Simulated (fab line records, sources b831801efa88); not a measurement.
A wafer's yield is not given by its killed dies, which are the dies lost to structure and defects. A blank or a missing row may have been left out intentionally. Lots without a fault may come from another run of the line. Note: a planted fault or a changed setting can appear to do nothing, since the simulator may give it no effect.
Which tool is to blame? :: flow gf180mcu :: 6 lots, 18 wafers sampled, at 3 steps of a route of 602

WHAT EACH GAUGE READ, for each wafer
GF_M2_RS_MEAS_05: uses a four-point probe to measure.
lot: L371
measured: day 19 01:05
on: film-metro-03
M2_ALCU_RS (ohm/sq): 0.0691 0.0704 0.0694

lot: L374
measured: day 20 04:32
on: film-metro-02
M2_ALCU_RS (ohm/sq): 0.0702 0.0696 0.0701

lot: L376
measured: day 20 20:00
on: film-metro-02
M2_ALCU_RS (ohm/sq): 0.0696 0.0694 0.0690

lot: L379
measured: day 22 02:45
on: film-metro-02
M2_ALCU_RS (ohm/sq): 0.0693 0.0689 0.0686

WHICH TOOL RAN EACH LOT (tool, then ch and the chambers of the sampled wafers, then the start)
lot: L371
GF_V1_ETCH_17: rie-diel-02 ch 1,2,3, day 18 23:00
GF_V1_STRIP_18: plasma-asher-04 ch 0,1, day 18 23:35

lot: L374
GF_V1_ETCH_17: rie-diel-02 ch 0,2,3, day 20 02:00
GF_V1_STRIP_18: plasma-asher-03 ch 0,1, day 20 03:04

lot: L376
GF_V1_ETCH_17: rie-diel-02 ch 1,3, day 20 18:00
GF_V1_STRIP_18: plasma-asher-04 ch 0,1, day 20 18:33

lot: L379
GF_V1_ETCH_17: rie-diel-02 ch 1,3, day 22 01:00
GF_V1_STRIP_18: plasma-asher-03 ch 0,1, day 22 01:18

lot: L387
GF_V1_ETCH_17: rie-diel-01 ch 0,1, day 24 11:00
GF_V1_STRIP_18: plasma-asher-03 ch 0,1, day 24 11:07

lot: L389
GF_V1_ETCH_17: rie-diel-02 ch 0,2,3, day 25 00:00
GF_V1_STRIP_18: plasma-asher-04 ch 0,1, day 25 01:04
- GF_V1_ETCH_17: etches SiO2 in C4F8/O2/Ar, stops on TiN, target depth 630 nm.
- GF_V1_STRIP_18: strips in O2/N2.

THE ANSWER, worked out from the rows above alone
Rule: the lots themselves supply what counts as usual. Put in order of their means at a reading, lots are off if they are a third of the lots or fewer, leave a main group of 4 or more, and stand apart from it by a gap of 3 or more times the standard deviation of the main group's means; of several such gaps the widest counts. Not used: any main group whose means are identical at the precision the tables above print for the reading. Also off: a lot with no number at a reading for which 4 or more lots have one. Where the step has rows for the other lots, those lots are counted as sound.
No lot is off at any reading shown: from this, nothing can be told.

WHAT THE SIMULATOR HAD INSERTED
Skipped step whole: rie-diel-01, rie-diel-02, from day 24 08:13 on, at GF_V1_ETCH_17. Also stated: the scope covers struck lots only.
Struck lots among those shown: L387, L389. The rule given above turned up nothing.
